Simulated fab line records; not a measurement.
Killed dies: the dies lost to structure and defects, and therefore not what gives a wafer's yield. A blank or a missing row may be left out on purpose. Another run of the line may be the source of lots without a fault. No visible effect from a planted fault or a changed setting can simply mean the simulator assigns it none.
Which of the tools did it? | flow sky130 | 10 lots, 30 wafers sampled, at 7 steps of a route of 708

## WHAT THE GAUGES READ, wafer by wafer
SKY_LDD_LDN_OVL_MEAS_07. Usual: for LDD_LDN_OVL the level is 0.4 nm and the standard deviation is 1.5.
lot  | measured     | on         | LDD_LDN_OVL (nm) | flag
L337 | day 22 19:13 | overlay-02 | 0.7 -0.1 1.4     |
L342 | day 25 10:14 | overlay-02 | -2.1 -0.6 0.8    |
L345 | day 25 20:50 | overlay-02 | -2.1 -1.3 -0.3   |
L347 | day 26 22:49 | overlay-02 | 0.1 0.2 0.6      |
L348 | day 27 04:06 | overlay-01 | 0.7 2.2 1.4      |
L350 | day 27 20:46 | overlay-02 | -0.4 -1.2 1.3    |
L349 | day 27 21:00 | overlay-02 | - - -            | OFF
L354 | day 29 16:05 | overlay-02 | 0.8 -0.2 2.2     |
L355 | day 29 18:30 | overlay-02 | 2.0 -0.5 1.3     |
L359 | day 30 15:50 | overlay-01 | 0.3 2.3 4.3      |

SKY_LDD_LDN_TW_MEAS_13. Usual: for LDD_LDN_TW the level is 1488 and the standard deviation is 18.
lot  | measured     | on            | LDD_LDN_TW     | flag
L337 | day 22 19:57 | film_metro-03 | 1490 1479 1489 |
L342 | day 25 10:59 | film_metro-01 | 1507 1517 1508 |
L345 | day 25 21:34 | film_metro-02 | 1471 1472 1474 |
L347 | day 26 23:33 | film_metro-02 | 1482 1482 1476 |
L348 | day 27 04:50 | film_metro-02 | 1475 1471 1475 |
L350 | day 27 21:31 | film_metro-03 | 1495 1493 1495 |
L349 | day 27 21:44 | film_metro-03 | 30 30 30       | OFF
L354 | day 29 16:50 | film_metro-02 | 1475 1463 1478 |
L355 | day 29 19:14 | film_metro-01 | 1531 1531 1527 |
L359 | day 30 16:34 | film_metro-03 | 1487 1491 1487 |

SKY_POLY_CUT_OVL_MEAS_09. Usual: for POLY_CUT_OVL the level is 0 nm and the standard deviation is 5.1.
lot  | measured     | on         | POLY_CUT_OVL (nm) | flag
L337 | day 24 04:49 | overlay-02 | -5 -15 -2         |
L342 | day 26 17:51 | overlay-01 | -2 -2 -3          |
L345 | day 27 04:39 | overlay-01 | 10 7 5            |
L347 | day 28 06:16 | overlay-01 | -7 4 7            |
L348 | day 28 10:58 | overlay-01 | -12 -7 -2         |
L350 | day 29 05:34 | overlay-02 | 7 1 6             |
L349 | day 29 05:13 | overlay-02 | -1 -1 1           |
L354 | day 30 22:13 | overlay-02 | 10 5 5            |
L355 | day 31 01:13 | overlay-01 | 13 9 1            |
L359 | day 31 22:00 | overlay-02 | -3 -3 -2          |

SKY_RES_XHIGH_TW_MEAS_09. Usual: for RES_XHIGH_TW the level is 1656 and the standard deviation is 33.
lot  | measured     | on            | RES_XHIGH_TW   | flag
L337 | day 26 16:01 | film_metro-02 | 1637 1630 1635 |
L342 | day 29 04:40 | film_metro-01 | 1693 1698 1699 |
L345 | day 29 14:54 | film_metro-04 | 1622 1631 1623 |
L347 | day 30 15:39 | film_metro-01 | 1674 1692 1683 |
L348 | day 30 19:53 | film_metro-04 | 1617 1629 1627 |
L350 | day 31 14:23 | film_metro-01 | 1684 1687 1681 |
L349 | day 31 12:47 | film_metro-01 | 1963 1968 1961 | OFF
L354 | day 33 04:28 | film_metro-04 | 1603 1609 1608 |
L355 | day 33 08:08 | film_metro-04 | 1609 1611 1619 |
L359 | day 34 05:05 | film_metro-01 | 1670 1673 1684 |

## EACH LOT AND THE TOOL THAT RAN IT (in order: tool; ch and the chambers of the sampled wafers; start)
lot  | SKY_LDD_HVP_STRIP_09                 | SKY_LDD_LDN_EXPOSE_04               | SKY_POLY_CUT_ETCH_10
L337 | plasma_asher-04 ch 0,1, day 21 13:31 | iline_stepper-02 ch 0, day 22 04:27 | rie_diel-02 ch 1,2, day 24 04:51
L342 | plasma_asher-02 ch 0,1, day 24 05:45 | iline_stepper-02 ch 0, day 24 20:35 | rie_diel-04 ch 2,3, day 26 17:53
L345 | plasma_asher-04 ch 0,1, day 24 16:03 | iline_stepper-01 ch 0, day 25 06:59 | rie_diel-03 ch 1,2,3, day 27 04:41
L347 | plasma_asher-04 ch 0,1, day 25 18:12 | iline_stepper-01 ch 0, day 26 08:56 | rie_diel-03 ch 0,1,3, day 28 06:17
L348 | plasma_asher-03 ch 0,1, day 25 23:26 | iline_stepper-02 ch 0, day 26 14:12 | rie_diel-03 ch 0,1, day 28 10:59
L350 | plasma_asher-02 ch 0,1, day 26 15:59 | iline_stepper-01 ch 0, day 27 06:21 | rie_diel-04 ch 0,1,2, day 29 05:36
L349 | plasma_asher-03 ch 0,1, day 26 16:15 | iline_stepper-02 ch 0, day 27 06:35 | rie_diel-03 ch 1,2,3, day 29 05:15
L354 | plasma_asher-04 ch 0,1, day 28 11:51 | iline_stepper-02 ch 0, day 29 03:14 | rie_diel-04 ch 1,2,3, day 30 22:14
L355 | plasma_asher-02 ch 0,1, day 28 14:57 | iline_stepper-02 ch 0, day 29 05:23 | rie_diel-04 ch 0,1,3, day 31 01:14
L359 | plasma_asher-03 ch 0,1, day 29 12:06 | iline_stepper-02 ch 0, day 30 02:25 | rie_diel-03 ch 0,1,3, day 31 22:02
- SKY_LDD_HVP_STRIP_09: strips in O2/N2.
- SKY_LDD_LDN_EXPOSE_04: exposes mask LDNTM, target cd 700 nm.
- SKY_POLY_CUT_ETCH_10: etches BARC in N2/H2, stops on SiO2, time 45.9 s, target depth 60 nm.

## WHAT THE TOOLS THEMSELVES READ (means of the sampled wafers that have a number; where no wafer has one, the mark that the record gives instead)
SKY_LDD_HVP_STRIP_09. Usual: drypump_motor_current_A 5.6 A, standard deviation 0.45; oes_product_au 0.409 a.u., standard deviation 0.0046; strip_time_to_endpoint_s 4.133 s, standard deviation 0.015.
lot  | tool            | drypump_motor_current_A (A) | oes_product_au (a.u.) | strip_time_to_endpoint_s (s) | flag
L337 | plasma_asher-04 | 5.5                         | 0.407                 | 4.149                        |
L342 | plasma_asher-02 | 5.6                         | 0.405                 | 4.121                        |
L345 | plasma_asher-04 | 5.5                         | 0.407                 | 4.138                        |
L347 | plasma_asher-04 | 5.5                         | 0.406                 | 4.131                        |
L348 | plasma_asher-03 | 6.0                         | 0.405                 | 4.138                        |
L350 | plasma_asher-02 | 5.6                         | 0.406                 | 4.131                        |
L349 | plasma_asher-03 | 5.5                         | 0.412                 | 4.128                        |
L354 | plasma_asher-04 | 5.5                         | 0.406                 | 4.146                        |
L355 | plasma_asher-02 | 5.6                         | 0.410                 | 4.137                        |
L359 | plasma_asher-03 | 6.0                         | 0.414                 | 4.121                        |

SKY_LDD_LDN_EXPOSE_04. Usual: exposure_dose_mJ_cm2 139.98, standard deviation 0.15; focus_offset_nm 0.0 nm, standard deviation 0.48.
lot  | tool             | exposure_dose_mJ_cm2 | focus_offset_nm (nm) | flag
L337 | iline_stepper-02 | 139.86               | 0.6                  |
L342 | iline_stepper-02 | 139.91               | -0.2                 |
L345 | iline_stepper-01 | 140.03               | -0.1                 |
L347 | iline_stepper-01 | 140.13               | 0.1                  |
L348 | iline_stepper-02 | 139.90               | -0.4                 |
L350 | iline_stepper-01 | 140.21               | 0.1                  |
L349 | iline_stepper-02 | 139.93               | -0.3                 |
L354 | iline_stepper-02 | 139.76               | 0.3                  |
L355 | iline_stepper-02 | 139.91               | -0.6                 |
L359 | iline_stepper-02 | 139.86               | 0.4                  |

SKY_POLY_CUT_ETCH_10. Usual: drypump_motor_current_A 5.75 A, standard deviation 0.3; oes_product_au 0.854 a.u., standard deviation 0.0045; throttle_valve_pct 13.226 %, standard deviation 0.0088.
lot  | tool        | drypump_motor_current_A (A) | oes_product_au (a.u.) | throttle_valve_pct (%) | flag
L337 | rie_diel-02 | 5.99                        | 0.852                 | 13.228                 |
L342 | rie_diel-04 | 5.55                        | 0.853                 | 13.228                 |
L345 | rie_diel-03 | 5.55                        | 0.857                 | 13.228                 |
L347 | rie_diel-03 | 5.77                        | 0.857                 | 13.225                 |
L348 | rie_diel-03 | 5.70                        | 0.856                 | 13.223                 |
L350 | rie_diel-04 | 5.91                        | 0.849                 | 13.224                 |
L349 | rie_diel-03 | 5.56                        | 0.855                 | 13.226                 |
L354 | rie_diel-04 | 5.73                        | 0.857                 | 13.230                 |
L355 | rie_diel-04 | 5.98                        | 0.857                 | 13.221                 |
L359 | rie_diel-03 | 5.77                        | 0.853                 | 13.226                 |

## THE ANSWER, worked out from the rows above alone
Rule: a lot is off if the mean of its wafers that have a number lies more than 3 standard deviations from the usual mean. A lot without any number at a reading at which 4 lots or more have one is off too. The other lots that the step has rows for count as sound. After the gauges, taken in route order, come the tools' own readings; for these a lot's mean is taken, as printed above. The first step at which some lot is off is used, and at that step the reading that is off furthest; a lot without a number counts as furthest.
Off: L349, at SKY_LDD_LDN_OVL_MEAS_07 (LDD_LDN_OVL). Without a number there: L349.
A tool fits if, at a process step before that reading, it ran every lot that is off, and no sound lot after the first of them. The gauges at SKY_LDD_LDN_OVL_MEAS_07 aren't tried: what is off there is off at SKY_LDD_LDN_TW_MEAS_13 too, on other tools, and a gauge's error can't cause that. Not one of the candidates tried fits.

## WHAT THE SIMULATOR HAD PUT IN
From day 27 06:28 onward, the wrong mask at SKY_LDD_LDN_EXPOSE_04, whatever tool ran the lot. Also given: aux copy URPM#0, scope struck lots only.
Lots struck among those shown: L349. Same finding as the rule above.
